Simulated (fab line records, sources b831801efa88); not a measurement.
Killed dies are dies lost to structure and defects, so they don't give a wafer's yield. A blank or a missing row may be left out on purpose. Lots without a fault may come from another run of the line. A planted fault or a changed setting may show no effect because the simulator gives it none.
Chamber matching | flow sky130 | SKY_VIA2_CMP_24 on cmp-01: 4 sister chambers
The step polishes, stops on SiO2, t overpolish 20 s, target thk 0 nm. 16 wafers are shown with their chamber, then 8 later ones without.

WAFERS WITH THEIR CHAMBER
wafer  | chamber | motor_current_A (A) | slurry_flow_ml_min | time_to_endpoint_s (s)
L918.2 | 2       | 9.4                 | 150.4              | 102
L918.4 | 0       | 13.1                | 150.2              | 103
L918.6 | 1       | 10.4                | 149.9              | 106
L921.1 | 3       | 10.5                | 150.5              | 108
L921.4 | 1       | 10.9                | 149.4              | 106
L921.6 | 0       | 12.6                | 149.5              | 105
L924.3 | 0       | 12.6                | 149.6              | 104
L924.5 | 1       | 11.1                | 149.6              | 104
L924.6 | 0       | 13.1                | 149.4              | 103
L926.2 | 2       | 10.6                | 150.0              | 98
L926.4 | 0       | 12.9                | 150.1              | 102
L926.5 | 2       | 9.7                 | 150.5              | 99
L927.3 | 1       | 11.1                | 149.7              | 106
L927.4 | 2       | 10.0                | 149.3              | 103
L927.5 | 3       | 10.4                | 150.4              | 104
L928.2 | 1       | 11.5                | 150.1              | 97

SIGNATURES (means of the wafers above)
reading            | chamber 0 | chamber 1 | chamber 2 | chamber 3 | scatter within a chamber
motor_current_A    | 12.860    | 11.000    | 9.925     | 10.450    | 0.375
slurry_flow_ml_min | 149.760   | 149.740   | 150.050   | 150.450   | 0.378
time_to_endpoint_s | 103.40    | 103.80    | 100.50    | 106.00    | 2.75
Rule: a wafer's distance from a chamber is the root of the sum, over the readings, of the square of ((its reading less the chamber's mean) divided by the reading's scatter). The wafer belongs to the nearest chamber; if the next one is less than 2 further off, it can't be placed. The scatter: the root of (the sum of the squares of (reading less its chamber's mean) over the shown wafers, divided by (wafers less chambers)).

WAFERS WITHOUT THEIR CHAMBER
wafer  | motor_current_A (A) | slurry_flow_ml_min | time_to_endpoint_s (s)
L928.3 | 12.9                | 149.2              | 100
L928.4 | 10.4                | 150.7              | 98
L938.3 | 10.0                | 150.0              | 104
L938.4 | 10.3                | 150.4              | 107
L938.5 | 10.3                | 150.8              | 109
L940.2 | 10.6                | 149.9              | 104
L940.5 | 10.1                | 149.2              | 101
L940.6 | 10.3                | 150.5              | 104

WHICH CHAMBER EACH WENT THROUGH
wafer  | from the rows above          | in truth
L928.3 | 0                            | 0
L928.4 | can't be placed: 2 or 3 or 1 | 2
L938.3 | can't be placed: 2 or 3 or 1 | 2
L938.4 | 3                            | 3
L938.5 | 3                            | 3
L940.2 | can't be placed: 1 or 3 or 2 | 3
L940.5 | can't be placed: 2 or 1 or 3 | 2
L940.6 | can't be placed: 3 or 2 or 1 | 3
Placed correctly: 3 of 8. Can't be placed from these rows: 5 (the true chamber is among the candidates in 5). Placed wrongly: 0.
